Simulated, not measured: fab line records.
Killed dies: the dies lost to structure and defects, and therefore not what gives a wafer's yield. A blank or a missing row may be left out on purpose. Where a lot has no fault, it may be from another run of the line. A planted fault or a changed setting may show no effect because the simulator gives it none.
fab line records | flow gf180mcu
record lots=6 wafers=18 last-day=34
route steps=602 shown V5@559 TOP_METAL@567
lots with no fault: from the same line, run without faults
start-h: start of the lot's first displayed wafer, in hours after the record's first day | wait-h: hours since the lot's step before | " unchanged from the row above | L1.1+2: a single row standing in for several wafers | - value missing, or start not given | * or withheld: withheld | < > ~ a bound
route shown NAME@n: NAME is a module with steps in the file, n the number in the route of the first one | usual: mean and standard deviation over wafers with no fault | same: alike in all rows | chamber/n: place in a boat | sites: readings site by site | _std_site: how widely they spread, as a standard deviation | _edge_site: mean of outer sites minus mean of inner sites | radius-mm: how far each site lies from the wafer's centre | mask NAME#n: copy n | behind: the tool/chamber that last shaped the wafer | hold: reason for holding the lot/hours on hold/outcome of the hold | device: whichever transistor did not switch (one of n, p or np) | end of line: the tests these same wafers got at the end of their route | a step with no rows: only its recipe | killed: count of dies lost to structure and defects at first sort (not the wafer's yield) | map: per-die view of a wafer (x killed, . not killed, _ where there is no die)
set.NAME: the setting that was run; set.NAME@STEP: the one run at that earlier step | model.NAME: the simulator's own value behind a step, which no gauge read
a table for each step, a row for each wafer; lots at some steps of the route
services: from which hour (start-h, from the record's first day; less than 0 if before it) a tool's chamber was out of use, for how many hours, and why
## steps
# step GF_V5_STRIP_19
# recipe chemistry=post-etch-residue-remover time-s=1200 temp-c=72.5
# step GF_V5_CLEAN_20
# recipe chemistry=DIW dry=n2-spin
# step GF_V5_SPUTTER_21
# recipe material=Ti target-thk-nm=15 chamber-pressure-pa=5 power-w=2500 substrate-temp-c=200 time-s=80.02
# step GF_V5_SPUTTER_22
# recipe material=TiN target-thk-nm=10 chamber-pressure-pa=5 power-w=4000 time-s=40
# usual throttle-valve-pct=29.8/0.67
# columns lot.wafer tool chamber start-h wait-h throttle-valve-pct
L866.1 pvd-sputter-03 - 649.09 0.0 30.4
L866.2 " - " " 30.8
L866.6 " - " " 29.0
L873.2 pvd-sputter-01 - 706.13 0.0 28.8
L873.4 " - " " 29.8
L873.6 " - " " 29.8
L878.1 pvd-sputter-01 - 735.99 0.0 29.8
L878.2 " - " " 28.9
L878.6 " - " " 29.5
L880.2 pvd-sputter-01 - 749.08 0.0 29.5
L880.4 " - " " 29.8
L880.6 " - " " 28.4
L883.1 pvd-sputter-01 - 765.98 0.0 29.9
L883.2 " - " " 30.0
L883.3 " - " " 28.8
L886.1 pvd-sputter-01 - 782.06 0.0 28.8
L886.4 " - " " 29.9
L886.6 " - " " 29.4
# step GF_V5_CVD_23
# recipe material=W target-thk-nm=350 time-s=104.9 temp-c=400 pressure-torr=40
# usual heater-power-outer-w=480/27 heater-power-w=808/40
# columns lot.wafer tool chamber start-h wait-h heater-power-outer-w heater-power-w
L866.1 cvd-w-01 1 649.12 0.0 496 809
L866.2 " 0 " " 438 732
L866.6 " 1 " " 503 837
L873.2 cvd-w-02 1 706.17 0.0 480 860
L873.4 " 1 " " 478 874
L873.6 " 1 " " 478 872
L878.1 cvd-w-01 1 736.02 0.0 507 844
L878.2 " 0 " " 444 757
L878.6 " 0 " " 445 765
L880.2 cvd-w-02 0 749.12 0.0 520 810
L880.4 " 1 " " 475 883
L880.6 " 0 " " 516 819
L883.1 cvd-w-01 0 766.02 0.0 444 766
L883.2 " 1 " " 490 856
L883.3 " 1 " " 494 824
L886.1 cvd-w-01 0 782.09 0.0 445 772
L886.4 " 1 " " 506 847
L886.6 " 0 " " 447 757
# step GF_V5_RS_MEAS_24
# recipe thk-meas-gauge=four-point-probe reads=W_of_V5_CVD_23+TiN_of_V5_SPUTTER_22+Ti_of_V5_SPUTTER_21
# usual V5_W_RS=0.329/0.0039
# columns lot.wafer tool chamber start-h wait-h V5_W_RS[ohm/sq]
L866.1 film-metro-02 - 649.24 0.1 0.332
L866.2 " - " " 0.329
L866.6 " - " " 0.327
L873.2 film-metro-03 - 706.31 0.1 0.329
L873.4 " - " " 0.325
L873.6 " - " " 0.327
L878.1 film-metro-03 - 736.14 0.1 0.326
L878.2 " - " " 0.333
L878.6 " - " " 0.330
L880.2 film-metro-03 - 749.26 0.1 0.331
L880.4 " - " " 0.330
L880.6 " - " " 0.330
L883.1 film-metro-02 - 766.13 0.1 0.330
L883.2 " - " " 0.328
L883.3 " - " " 0.328
L886.1 film-metro-02 - 782.21 0.1 0.332
L886.4 " - " " 0.328
L886.6 " - " " 0.331
# step GF_V5_THK_MEAS_25
# recipe thk-meas-gauge=xrf reads=W_of_V5_CVD_23
# usual V5_W_THK=341/3.9
# columns lot.wafer tool chamber start-h wait-h V5_W_THK[nm]
L866.1 film-metro-02 - 649.36 0.1 338
L866.2 " - " " 343
L866.6 " - " " 345
L873.2 film-metro-03 - 706.42 0.1 339
L873.4 " - " " 345
L873.6 " - " " 343
L878.1 film-metro-03 - 736.26 0.1 344
L878.2 " - " " 339
L878.6 " - " " 341
L880.2 film-metro-03 - 749.37 0.1 340
L880.4 " - " " 340
L880.6 " - " " 343
L883.1 film-metro-02 - 771.63 5.5 342
L883.2 " - " " 344
L883.3 " - " " 344
L886.1 film-metro-02 - 782.33 0.1 340
L886.4 " - " " 343
L886.6 " - " " 340
# step GF_V5_CMP_26
# recipe stop-on=SiO2 down-force-psi=3.5 platen-rpm=60 t-overpolish-s=15 target-thk-nm=0 pad-velocity-m-s=0.94248
# step GF_TOP_METAL_SPUTTER_00
# recipe material=Ti target-thk-nm=37.5 arriving-ion-energy-ev=80 substrate-temp-c=200 chamber-pressure-pa=2 power-w=4000 time-s=150
# usual throttle-valve-pct=29.6/0.78
# columns lot.wafer tool chamber start-h wait-h throttle-valve-pct
L866.1 pvd-sputter-03 - 649.72 0.2 29.7
L866.2 " - " " 30.2
L866.6 " - " " 30.6
L873.2 pvd-sputter-01 - 706.93 0.1 29.1
L873.4 " - " " 28.6
L873.6 " - " " 29.8
L878.1 pvd-sputter-03 - 736.62 0.2 30.9
L878.2 " - " " 29.5
L878.6 " - " " 30.5
L880.2 pvd-sputter-03 - 749.76 0.2 29.4
L880.4 " - " " 30.7
L880.6 " - " " 30.5
L883.1 pvd-sputter-01 - 772.09 0.1 29.6
L883.2 " - " " 29.5
L883.3 " - " " 29.0
L886.1 pvd-sputter-01 - 783.72 0.1 28.7
L886.4 " - " " 29.5
L886.6 " - " " 28.7
# step GF_TOP_METAL_SPUTTER_01
# recipe material=TiN target-thk-nm=30 power-w=6500 time-s=25 chamber-pressure-pa=0.4
# step GF_TOP_METAL_SPUTTER_02
# recipe material=AlCu target-thk-nm=900 power-w=10600 chamber-pressure-pa=0.3 substrate-temp-c=250 gas=Ar time-s=47.82
# usual throttle-valve-pct=29.6/0.78
# columns lot.wafer tool chamber start-h wait-h throttle-valve-pct
L866.1 pvd-sputter-03 - 649.85 0.0 29.5
L866.2 " - " " 30.6
L866.6 " - " " 30.7
L873.2 pvd-sputter-01 - 707.07 0.0 28.9
L873.4 " - " " 28.6
L873.6 " - " " 29.8
L878.1 pvd-sputter-03 - 736.75 0.0 30.7
L878.2 " - " " 29.4
L878.6 " - " " 30.6
L880.2 pvd-sputter-03 - 749.89 0.0 29.4
L880.4 " - " " 30.7
L880.6 " - " " 30.5
L883.1 pvd-sputter-01 - 772.22 0.0 29.6
L883.2 " - " " 29.8
L883.3 " - " " 28.9
L886.1 pvd-sputter-01 - 783.85 0.0 28.9
L886.4 " - " " 29.7
L886.6 " - " " 28.7
# step GF_TOP_METAL_SPUTTER_03
# recipe material=Ti target-thk-nm=5 substrate-temp-c=300 chamber-pressure-pa=0.3 power-w=3000 time-s=3.3
# usual throttle-valve-pct=29.6/0.78
# columns lot.wafer tool chamber start-h wait-h throttle-valve-pct
L866.1 pvd-sputter-03 - 649.89 0.0 29.3
L866.2 " - " " 30.5
L866.6 " - " " 30.7
L873.2 pvd-sputter-01 - 707.11 0.0 28.8
L873.4 " - " " 28.6
L873.6 " - " " 29.4
L878.1 pvd-sputter-03 - 736.79 0.0 30.8
L878.2 " - " " 29.4
L878.6 " - " " 30.6
L880.2 pvd-sputter-03 - 749.93 0.0 29.5
L880.4 " - " " 30.6
L880.6 " - " " 30.7
L883.1 pvd-sputter-01 - 772.26 0.0 29.7
L883.2 " - " " 29.6
L883.3 " - " " 29.0
L886.1 pvd-sputter-01 - 783.90 0.0 28.8
L886.4 " - " " 29.6
L886.6 " - " " 28.8
# step GF_TOP_METAL_SPUTTER_04
# recipe material=TiN target-thk-nm=25 power-w=6500 time-s=20.8 chamber-pressure-pa=0.4
# usual throttle-valve-pct=29.6/0.77
# columns lot.wafer tool chamber start-h wait-h throttle-valve-pct model.TiN_of_TOP_METAL_SPUTTER_04.thk-nm
L866.1 pvd-sputter-03 - 649.91 0.0 29.4 24.71
L866.2 " - " " 30.4 25.34
L866.6 " - " " 30.2 25.24
L873.2 pvd-sputter-01 - 707.13 0.0 29.1 24.63
L873.4 " - " " 28.7 24.41
L873.6 " - " " 29.2 24.6
L878.1 pvd-sputter-03 - 736.81 0.0 30.7 26
L878.2 " - " " 29.6 25.88
L878.6 " - " " 30.5 26.61
L880.2 pvd-sputter-03 - 749.95 0.0 29.5 25.38
L880.4 " - " " 31.0 25.55
L880.6 " - " " 30.2 26.15
L883.1 pvd-sputter-01 - 772.28 0.0 29.7 24.52
L883.2 " - " " 29.5 24.61
L883.3 " - " " 29.0 24.89
L886.1 pvd-sputter-01 - 783.91 0.0 29.0 24.97
L886.4 " - " " 29.8 24.9
L886.6 " - " " 29.1 24.94
# step GF_TOP_METAL_RS_MEAS_05
# recipe thk-meas-gauge=four-point-probe reads=TiN_of_TOP_METAL_SPUTTER_04+Ti_of_TOP_METAL_SPUTTER_03+AlCu_of_TOP_METAL_SPUTTER_02+TiN_of_TOP_METAL_SPUTTER_01+Ti_of_TOP_METAL_SPUTTER_00
# usual TOP_METAL_ALCU_RS=0.0331/0.00042
# columns lot.wafer tool chamber start-h wait-h TOP_METAL_ALCU_RS[ohm/sq]
L866.1 film-metro-03 - 649.94 0.0 0.0333
L866.2 " - " " 0.0336
L866.6 " - " " 0.0336
L873.2 film-metro-03 - 707.18 0.0 0.0329
L873.4 " - " " 0.0323
L873.6 " - " " 0.0331
L878.1 film-metro-03 - 736.84 0.0 0.0329
L878.2 " - " " 0.0327
L878.6 " - " " 0.0332
L880.2 film-metro-03 - 750.00 0.0 0.0323
L880.4 " - " " 0.0327
L880.6 " - " " 0.0330
L883.1 film-metro-03 - 772.31 0.0 0.0333
L883.2 " - " " 0.0333
L883.3 " - " " 0.0328
L886.1 film-metro-03 - 783.94 0.0 0.0330
L886.4 " - " " 0.0332
L886.6 " - " " 0.0329
# step GF_TOP_METAL_THK_MEAS_06
# recipe thk-meas-gauge=xrf reads=AlCu_of_TOP_METAL_SPUTTER_02
# usual TOP_METAL_ALCU_THK=890/12
# columns lot.wafer tool chamber start-h wait-h TOP_METAL_ALCU_THK[nm]
L866.1 film-metro-03 - 650.06 0.1 882
L866.2 " - " " 873
L866.6 " - " " 877
L873.2 film-metro-03 - 707.29 0.1 891
L873.4 " - " " 909
L873.6 " - " " 882
L878.1 film-metro-03 - 736.96 0.1 892
L878.2 " - " " 896
L878.6 " - " " 885
L880.2 film-metro-03 - 750.11 0.1 903
L880.4 " - " " 892
L880.6 " - " " 885
L883.1 film-metro-03 - 772.43 0.1 883
L883.2 " - " " 883
L883.3 " - " " 898
L886.1 film-metro-03 - 784.06 0.1 890
L886.4 " - " " 884
L886.6 " - " " 889
# step GF_TOP_METAL_DEHYDRATE_07
# recipe temp-c=200 time-s=60
# step GF_TOP_METAL_HMDS_08
# recipe prime-time-s=60 prime-temp-c=120
# step GF_TOP_METAL_COAT_09
# recipe resist=NOVOLAK spin-rpm=3000 resist-thk-nm=1500
# step GF_TOP_METAL_SOFTBAKE_10
# recipe temp-c=90 time-s=60 resist=NOVOLAK
# step GF_TOP_METAL_EXPOSE_11
# recipe mask-id=MetalTop target-cd-nm=440 na=0.6 source-shape=conventional sigma-outer=0.6 dose-mj=170
# step GF_TOP_METAL_PEB_12
# recipe temp-c=withheld time-s=* resist=NOVOLAK
# step GF_TOP_METAL_DEVELOP_13
# recipe develop-time-s=60 dev-temp-c=23
# step GF_TOP_METAL_CD_MEAS_14
# recipe target-cd-nm=440
# usual cd-nm=440.2/2.6
# columns lot.wafer tool chamber start-h wait-h cd-nm
L866.1 cd-sem-02 - 669.50 0.1 442.3
L866.2 " - " " 443.7
L866.6 " - " " 443.3
L873.2 cd-sem-02 - 725.10 0.1 436.6
L873.4 " - " " 436.9
L873.6 " - " " 436.7
L878.1 cd-sem-02 - 753.30 0.1 440.2
L878.2 " - " " 442.2
L878.6 " - " " 438.8
L880.2 cd-sem-02 - 766.15 0.1 439.4
L880.4 " - " " 439.7
L880.6 " - " " 440.4
L883.1 cd-sem-01 - 787.00 0.1 439.5
L883.2 " - " " 442.6
L883.3 " - " " 441.0
L886.1 cd-sem-02 - 798.30 0.1 443.8
L886.4 " - " " 444.9
L886.6 " - " " 440.6
# step GF_TOP_METAL_OVL_MEAS_15
# usual TOP_METAL_OVL=0.6/1.2
# columns lot.wafer tool chamber start-h wait-h TOP_METAL_OVL[nm]
L866.1 overlay-02 - 669.62 0.1 0.4
L866.2 " - " " 1.8
L866.6 " - " " 2.0
L873.2 overlay-02 - 725.21 0.1 1.1
L873.4 " - " " 1.1
L873.6 " - " " 0.2
L878.1 overlay-01 - 753.42 0.1 0.0
L878.2 " - " " 0.7
L878.6 " - " " 1.4
L880.2 overlay-01 - 766.26 0.1 1.3
L880.4 " - " " 0.2
L880.6 " - " " 0.3
L883.1 overlay-01 - 787.12 0.1 -3.5
L883.2 " - " " -2.3
L883.3 " - " " -1.5
L886.1 overlay-02 - 798.42 0.1 -0.1
L886.4 " - " " 1.7
L886.6 " - " " 0.3
# step GF_TOP_METAL_METAL_ETCH_16
# recipe chemistry=Cl2/BCl3 mask-material=NOVOLAK target-depth-nm=1197 stop-on=SiO2 pressure-mtorr=8 icp-w=800 bias-w=140 Cl2_flow_sccm=80 bcl3-flow-sccm=40 time-s=199.5
# step GF_TOP_METAL_STRIP_17
# recipe chemistry=O2/N2 power-w=1400 pressure-mtorr=1500 platen-temp-c=250 o2-flow-sccm=3000 n2-flow-sccm=300 overash-fraction=0.5
# step GF_TOP_METAL_STRIP_18
# recipe chemistry=post-etch-residue-remover time-s=1200 temp-c=72.5
# columns lot.wafer tool chamber start-h wait-h model.TiN_of_TOP_METAL_SPUTTER_04.thk-nm
L866.1 wet-bench-04 1 670.02 0.1 24.28
L866.2 " 1 " " 24.91
L866.6 " 1 " " 24.81
L873.2 wet-bench-01 1 725.53 0.1 24.21
L873.4 " 1 " " 23.99
L873.6 " 1 " " 24.18
L878.1 wet-bench-01 3 753.75 0.1 25.58
L878.2 " 3 " " 25.45
L878.6 " 3 " " 26.19
L880.2 wet-bench-04 0 766.58 0.1 24.96
L880.4 " 0 " " 25.13
L880.6 " 0 " " 25.73
L883.1 wet-bench-04 3 787.45 0.1 24.1
L883.2 " 3 " " 24.19
L883.3 " 3 " " 24.47
L886.1 wet-bench-02 3 798.75 0.1 24.55
L886.4 " 3 " " 24.48
L886.6 " 3 " " 24.52
# step GF_TOP_METAL_CLEAN_19
# recipe chemistry=DIW dry=n2-spin
## services
# columns tool chamber start-h hours kind
pvd-sputter-03 1 666.79 - consumable-replace:kit
pvd-sputter-03 1 666.79 18.0 scheduled-down
pvd-sputter-03 1 666.79 18.0 vent-cycle
wet-bench-01 - 668.01 4.4 pm
wet-bench-02 - 681.16 10.8 repair
cvd-w-02 - 685.82 6.0 pm
cvd-w-02 1 694.32 3.8 repair
pvd-sputter-01 - 696.19 2.8 repair
cvd-w-01 - 701.24 6.0 pm
cvd-w-01 - 742.71 1.1 repair
wet-bench-04 - 746.65 1.7 repair
cvd-w-02 0 757.98 8.8 repair
pvd-sputter-03 0 760.55 - consumable-replace:kit
pvd-sputter-03 0 760.55 18.0 scheduled-down
pvd-sputter-03 0 760.55 18.0 vent-cycle
wet-bench-01 - 782.70 1.1 repair
pvd-sputter-01 1 797.62 - consumable-replace:kit
pvd-sputter-01 1 797.62 18.0 scheduled-down
pvd-sputter-01 1 797.62 18.0 vent-cycle
## key
first-sign none at tools or gauges
model-effect step=GF_TOP_METAL_SPUTTER_04 value=TiN_of_TOP_METAL_SPUTTER_04.thk-nm without=25.1 struck=25.93
model-effect step=GF_TOP_METAL_STRIP_18 value=TiN_of_TOP_METAL_SPUTTER_04.thk-nm without=24.68 struck=25.51
met-at GF_TOP_METAL_SPUTTER_04
struck-wafers L878.1,L878.2,L878.6,L880.2,L880.4,L880.6
onset-between 649.91 736.81
also-fits GF_TOP_METAL_SPUTTER_00:pvd-sputter-03,GF_TOP_METAL_SPUTTER_02:pvd-sputter-03,GF_TOP_METAL_SPUTTER_03:pvd-sputter-03
fault kind=process-parameter-drift tool=pvd-sputter-03 chamber=- onset-h=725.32 steps=GF_TOP_METAL_SPUTTER_04 channel=time-s offset=* shape=step end-h=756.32 acts-in=* stated=*
